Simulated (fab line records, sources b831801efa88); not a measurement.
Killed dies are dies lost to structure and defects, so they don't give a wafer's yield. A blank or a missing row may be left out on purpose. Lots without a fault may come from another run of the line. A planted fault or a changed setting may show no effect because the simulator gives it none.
Which tool did it? | flow sky130 | 24 lots, 72 wafers sampled, at 6 steps of a route of 708

WHAT THE GAUGES READ, wafer by wafer
SKY_VIA1_BOW_MEAS_03. Usual: VIA1_BOW 81 um, standard deviation 7.3.
lot  | measured     | on            | VIA1_BOW (um) | flag
L074 | day 32 00:25 | film_metro-02 | 89 82 82      |
L075 | day 32 13:07 | film_metro-02 | 89 81 81      |
L076 | day 32 22:06 | film_metro-04 | 70 84 82      |
L077 | day 33 10:17 | film_metro-01 | 84 88 90      |
L078 | day 34 01:21 | film_metro-02 | 85 88 86      |
L079 | day 34 14:54 | film_metro-04 | 73 67 75      |
L080 | day 34 20:50 | film_metro-01 | 83 94 91      |
L081 | day 35 00:19 | film_metro-04 | 81 78 90      |
L082 | day 35 15:28 | film_metro-02 | 80 80 76      |
L084 | day 35 21:18 | film_metro-02 | 73 79 77      |
L083 | day 35 23:00 | film_metro-02 | 81 94 86      |
L085 | day 36 01:50 | film_metro-04 | 73 76 96      |
L086 | day 36 10:49 | film_metro-04 | 74 79 92      |
L087 | day 36 20:20 | film_metro-04 | 83 76 75      |
L088 | day 37 01:03 | film_metro-02 | 68 71 79      |
L090 | day 38 09:10 | film_metro-04 | 83 74 90      |
L091 | day 38 09:30 | film_metro-02 | 78 85 74      |
L089 | day 38 10:07 | film_metro-04 | 68 85 80      |
L092 | day 38 11:34 | film_metro-04 | 87 79 91      |
L093 | day 38 20:08 | film_metro-02 | 85 81 75      |
L094 | day 39 12:58 | film_metro-02 | 82 88 87      |
L096 | day 40 05:31 | film_metro-04 | 92 76 79      |
L095 | day 40 05:56 | film_metro-02 | 75 88 83      |
L097 | day 40 10:39 | film_metro-04 | 79 76 79      |

SKY_VIA3_THK_MEAS_23: measures by xrf. Usual: VIA3_W_THK 395 nm, standard deviation 5.2.
lot  | measured     | on            | VIA3_W_THK (nm) | flag
L074 | day 38 21:28 | film_metro-01 | 393 396 394     |
L075 | day 39 09:47 | film_metro-04 | 405 403 401     |
L076 | day 39 17:26 | film_metro-01 | 386 398 392     |
L077 | day 40 04:13 | film_metro-02 | 377 383 385     |
L078 | day 40 18:59 | film_metro-04 | 399 397 397     |
L079 | day 41 09:27 | film_metro-04 | 403 405 399     |
L080 | day 41 12:55 | film_metro-04 | 398 395 396     |
L081 | day 41 20:01 | film_metro-01 | 392 395 393     |
L082 | day 42 03:43 | film_metro-01 | 397 396 395     |
L084 | day 42 11:32 | film_metro-02 | 393 388 388     |
L083 | day 42 13:49 | film_metro-02 | 386 390 388     |
L085 | day 42 14:19 | film_metro-04 | 392 391 389     |
L086 | day 43 00:04 | film_metro-01 | 402 399 399     |
L087 | day 43 05:02 | film_metro-04 | 397 395 394     |
L088 | day 43 11:19 | film_metro-01 | 404 399 407     |
L090 | day 44 15:05 | film_metro-01 | 402 395 396     |
L091 | day 44 15:41 | film_metro-04 | 401 396 400     |
L089 | day 44 15:46 | film_metro-01 | 394 400 392     |
L092 | day 44 16:07 | film_metro-01 | 393 397 391     |
L093 | day 45 00:19 | film_metro-01 | 399 399 393     |
L094 | day 45 15:37 | film_metro-01 | 398 398 396     |
L096 | day 46 05:37 | film_metro-02 | 388 392 388     |
L095 | day 46 06:26 | film_metro-02 | 396 394 393     |
L097 | day 46 10:26 | film_metro-04 | 393 398 403     |

WHICH TOOL RAN EACH LOT (tool, then ch and the chambers of the sampled wafers, then the start)
lot  | SKY_VIA1_SPUTTER_20          | SKY_VIA2_STRIP_16                    | SKY_METAL3_SPUTTER_02        | SKY_METAL3_SPUTTER_03
L074 | pvd_sputter-03, day 33 04:39 | plasma_asher-03 ch 0,1, day 35 11:16 | pvd_sputter-03, day 35 12:37 | pvd_sputter-03, day 35 12:40
L075 | pvd_sputter-01, day 33 16:29 | plasma_asher-04 ch 0,1, day 36 00:11 | pvd_sputter-02, day 36 01:29 | pvd_sputter-02, day 36 01:32
L076 | pvd_sputter-03, day 34 01:56 | plasma_asher-03 ch 0,1, day 36 08:09 | pvd_sputter-03, day 36 09:28 | pvd_sputter-03, day 36 09:30
L077 | pvd_sputter-03, day 34 13:20 | plasma_asher-04 ch 0,1, day 36 20:53 | pvd_sputter-03, day 36 22:11 | pvd_sputter-03, day 36 22:14
L078 | pvd_sputter-02, day 35 04:18 | plasma_asher-03 ch 0,1, day 37 11:49 | pvd_sputter-04, day 37 13:28 | pvd_sputter-04, day 37 13:31
L079 | pvd_sputter-01, day 35 17:53 | plasma_asher-01 ch 0,1, day 38 01:50 | pvd_sputter-02, day 38 03:16 | pvd_sputter-02, day 38 03:19
L080 | pvd_sputter-01, day 35 23:58 | plasma_asher-01 ch 0,1, day 38 05:56 | pvd_sputter-03, day 38 07:14 | pvd_sputter-03, day 38 07:17
L081 | pvd_sputter-02, day 36 02:57 | plasma_asher-03 ch 0,1, day 38 09:31 | pvd_sputter-04, day 38 10:58 | pvd_sputter-04, day 38 15:40
L082 | pvd_sputter-03, day 36 17:48 | plasma_asher-03 ch 0,1, day 38 23:34 | pvd_sputter-03, day 39 00:54 | pvd_sputter-03, day 39 00:56
L084 | pvd_sputter-01, day 37 00:06 | plasma_asher-04 ch 0,1, day 39 05:47 | pvd_sputter-03, day 39 07:07 | pvd_sputter-03, day 39 07:09
L083 | pvd_sputter-01, day 37 02:37 | plasma_asher-01 ch 0,1, day 39 08:09 | pvd_sputter-04, day 39 09:35 | pvd_sputter-04, day 39 09:37
L085 | pvd_sputter-03, day 37 04:42 | plasma_asher-03 ch 0,1, day 39 09:13 | pvd_sputter-02, day 39 10:32 | pvd_sputter-02, day 39 10:34
L086 | pvd_sputter-02, day 37 13:42 | plasma_asher-03 ch 0,1, day 39 18:22 | pvd_sputter-04, day 39 19:41 | pvd_sputter-04, day 39 19:44
L087 | pvd_sputter-03, day 37 22:49 | plasma_asher-03 ch 0,1, day 40 02:28 | pvd_sputter-02, day 40 03:47 | pvd_sputter-02, day 40 03:49
L088 | pvd_sputter-03, day 38 03:41 | plasma_asher-01 ch 0,1, day 40 07:51 | pvd_sputter-02, day 40 09:11 | pvd_sputter-02, day 40 09:14
L090 | pvd_sputter-02, day 39 11:04 | plasma_asher-01 ch 0,1, day 41 13:50 | pvd_sputter-03, day 41 15:07 | pvd_sputter-03, day 41 15:09
L091 | pvd_sputter-01, day 39 11:07 | plasma_asher-04 ch 0,1, day 41 13:55 | pvd_sputter-02, day 41 15:18 | pvd_sputter-02, day 41 15:20
L089 | pvd_sputter-02, day 39 11:33 | plasma_asher-01 ch 0,1, day 41 14:32 | pvd_sputter-04, day 41 15:51 | pvd_sputter-04, day 41 15:53
L092 | pvd_sputter-03, day 39 12:52 | plasma_asher-04 ch 0,1, day 41 15:43 | pvd_sputter-04, day 41 17:02 | pvd_sputter-04, day 41 17:04
L093 | pvd_sputter-02, day 39 21:51 | plasma_asher-01 ch 0,1, day 42 00:32 | pvd_sputter-04, day 42 01:53 | pvd_sputter-04, day 42 01:56
L094 | pvd_sputter-02, day 40 14:11 | plasma_asher-01 ch 0,1, day 42 16:02 | pvd_sputter-03, day 42 17:20 | pvd_sputter-03, day 42 17:23
L096 | pvd_sputter-03, day 41 07:21 | plasma_asher-01 ch 0,1, day 43 08:13 | pvd_sputter-04, day 43 09:34 | pvd_sputter-04, day 43 09:37
L095 | pvd_sputter-02, day 41 07:34 | plasma_asher-03 ch 0, day 43 08:34   | pvd_sputter-04, day 43 09:53 | pvd_sputter-04, day 43 09:56
L097 | pvd_sputter-03, day 41 12:04 | plasma_asher-01 ch 0,1, day 43 13:03 | pvd_sputter-04, day 43 14:22 | pvd_sputter-04, day 43 14:24
- SKY_VIA1_SPUTTER_20: material TiN, target thk 20 nm, time 80 s.
- SKY_VIA2_STRIP_16: strips in O2/N2.
- SKY_METAL3_SPUTTER_02: material AlCu, target thk 735 nm, time 39.1 s.
- SKY_METAL3_SPUTTER_03: material Ti, target thk 5 nm, time 3.3 s.

WHAT THE TOOLS THEMSELVES READ (means of the sampled wafers that have a number; where no wafer has one, the mark that the record gives instead)
SKY_VIA1_SPUTTER_20. Usual: throttle_valve_pct 29.8 %, standard deviation 0.82.
lot  | tool           | throttle_valve_pct (%) | flag
L074 | pvd_sputter-03 | 30.5                   |
L075 | pvd_sputter-01 | 30.2                   |
L076 | pvd_sputter-03 | 29.3                   |
L077 | pvd_sputter-03 | 29.8                   |
L078 | pvd_sputter-02 | 29.4                   |
L079 | pvd_sputter-01 | 30.7                   |
L080 | pvd_sputter-01 | 30.6                   |
L081 | pvd_sputter-02 | 29.9                   |
L082 | pvd_sputter-03 | 28.7                   |
L084 | pvd_sputter-01 | 30.8                   |
L083 | pvd_sputter-01 | 30.6                   |
L085 | pvd_sputter-03 | 29.8                   |
L086 | pvd_sputter-02 | 29.5                   |
L087 | pvd_sputter-03 | 30.1                   |
L088 | pvd_sputter-03 | 30.3                   |
L090 | pvd_sputter-02 | 29.8                   |
L091 | pvd_sputter-01 | 30.1                   |
L089 | pvd_sputter-02 | 29.3                   |
L092 | pvd_sputter-03 | 29.3                   |
L093 | pvd_sputter-02 | 29.3                   |
L094 | pvd_sputter-02 | 29.0                   |
L096 | pvd_sputter-03 | 28.8                   |
L095 | pvd_sputter-02 | 29.4                   |
L097 | pvd_sputter-03 | 30.0                   |

SKY_VIA2_STRIP_16. Usual: drypump_motor_current_A 5.6 A, standard deviation 0.48; oes_product_au 0.399 a.u., standard deviation 0.005; strip_time_to_endpoint_s 4.05 s, standard deviation 0.032.
lot  | tool            | drypump_motor_current_A (A) | oes_product_au (a.u.) | strip_time_to_endpoint_s (s) | flag
L074 | plasma_asher-03 | 5.7                         | 0.401                 | 4.07                         |
L075 | plasma_asher-04 | 5.7                         | 0.395                 | 4.00                         |
L076 | plasma_asher-03 | 5.8                         | 0.399                 | 4.09                         |
L077 | plasma_asher-04 | 5.7                         | 0.396                 | 4.01                         |
L078 | plasma_asher-03 | 5.7                         | 0.399                 | 4.08                         |
L079 | plasma_asher-01 | 5.2                         | 0.400                 | 4.03                         |
L080 | plasma_asher-01 | 5.1                         | 0.405                 | 4.03                         |
L081 | plasma_asher-03 | 6.1                         | 0.404                 | 4.03                         |
L082 | plasma_asher-03 | 6.1                         | 0.400                 | 4.09                         |
L084 | plasma_asher-04 | 5.8                         | 0.398                 | 4.06                         |
L083 | plasma_asher-01 | 5.2                         | 0.401                 | 4.00                         |
L085 | plasma_asher-03 | 5.7                         | 0.398                 | 4.10                         |
L086 | plasma_asher-03 | 5.7                         | 0.398                 | 4.03                         |
L087 | plasma_asher-03 | 6.1                         | 0.395                 | 4.01                         |
L088 | plasma_asher-01 | 5.1                         | 0.397                 | 4.03                         |
L090 | plasma_asher-01 | 5.2                         | 0.400                 | 4.06                         |
L091 | plasma_asher-04 | 5.8                         | 0.401                 | 4.07                         |
L089 | plasma_asher-01 | 5.2                         | 0.399                 | 4.06                         |
L092 | plasma_asher-04 | 5.8                         | 0.400                 | 4.05                         |
L093 | plasma_asher-01 | 5.1                         | 0.395                 | 4.02                         |
L094 | plasma_asher-01 | 5.2                         | 0.396                 | 4.05                         |
L096 | plasma_asher-01 | 5.2                         | 0.397                 | 4.07                         |
L095 | plasma_asher-03 | 5.4                         | 0.398                 | 4.02                         |
L097 | plasma_asher-01 | 5.2                         | 0.402                 | 4.03                         |

SKY_METAL3_SPUTTER_02. Usual: throttle_valve_pct 30.1 %, standard deviation 1.3.
lot  | tool           | throttle_valve_pct (%) | flag
L074 | pvd_sputter-03 | 29.9                   |
L075 | pvd_sputter-02 | 29.8                   |
L076 | pvd_sputter-03 | 29.7                   |
L077 | pvd_sputter-03 | 30.2                   |
L078 | pvd_sputter-04 | 31.2                   |
L079 | pvd_sputter-02 | 29.5                   |
L080 | pvd_sputter-03 | 30.1                   |
L081 | pvd_sputter-04 | 30.1                   |
L082 | pvd_sputter-03 | 30.3                   |
L084 | pvd_sputter-03 | 30.8                   |
L083 | pvd_sputter-04 | 29.9                   |
L085 | pvd_sputter-02 | 29.9                   |
L086 | pvd_sputter-04 | 30.0                   |
L087 | pvd_sputter-02 | 30.2                   |
L088 | pvd_sputter-02 | 29.6                   |
L090 | pvd_sputter-03 | 29.9                   |
L091 | pvd_sputter-02 | 29.7                   |
L089 | pvd_sputter-04 | 31.3                   |
L092 | pvd_sputter-04 | 31.2                   |
L093 | pvd_sputter-04 | 30.0                   |
L094 | pvd_sputter-03 | 30.1                   |
L096 | pvd_sputter-04 | 28.8                   |
L095 | pvd_sputter-04 | 31.0                   |
L097 | pvd_sputter-04 | 30.8                   |

SKY_METAL3_SPUTTER_03. Usual: throttle_valve_pct 30.1 %, standard deviation 1.3.
lot  | tool           | throttle_valve_pct (%) | flag
L074 | pvd_sputter-03 | 29.6                   |
L075 | pvd_sputter-02 | 29.9                   |
L076 | pvd_sputter-03 | 29.8                   |
L077 | pvd_sputter-03 | 30.1                   |
L078 | pvd_sputter-04 | 31.4                   |
L079 | pvd_sputter-02 | 29.3                   |
L080 | pvd_sputter-03 | 30.1                   |
L081 | pvd_sputter-04 | 30.0                   |
L082 | pvd_sputter-03 | 30.3                   |
L084 | pvd_sputter-03 | 30.6                   |
L083 | pvd_sputter-04 | 29.8                   |
L085 | pvd_sputter-02 | 29.8                   |
L086 | pvd_sputter-04 | 29.9                   |
L087 | pvd_sputter-02 | 29.9                   |
L088 | pvd_sputter-02 | 29.6                   |
L090 | pvd_sputter-03 | 29.9                   |
L091 | pvd_sputter-02 | 29.6                   |
L089 | pvd_sputter-04 | 31.2                   |
L092 | pvd_sputter-04 | 31.2                   |
L093 | pvd_sputter-04 | 29.9                   |
L094 | pvd_sputter-03 | 30.2                   |
L096 | pvd_sputter-04 | 28.7                   |
L095 | pvd_sputter-04 | 31.0                   |
L097 | pvd_sputter-04 | 30.9                   |

THE ANSWER, worked out from the rows above alone
Rule: a lot is off if the mean of its wafers that have a number lies more than 3 standard deviations from the usual mean. A lot without any number at a reading at which 4 lots or more have one is off too. The other lots that the step has rows for count as sound. The gauges are gone through in route order, then the tools' own readings, and for those a lot's mean is taken as printed above. The first step at which some lot is off is used, and at that step the reading that is off furthest; a lot without a number counts as furthest.
No lot is off at any reading shown: from this, nothing can be told.

WHAT THE SIMULATOR HAD PUT IN
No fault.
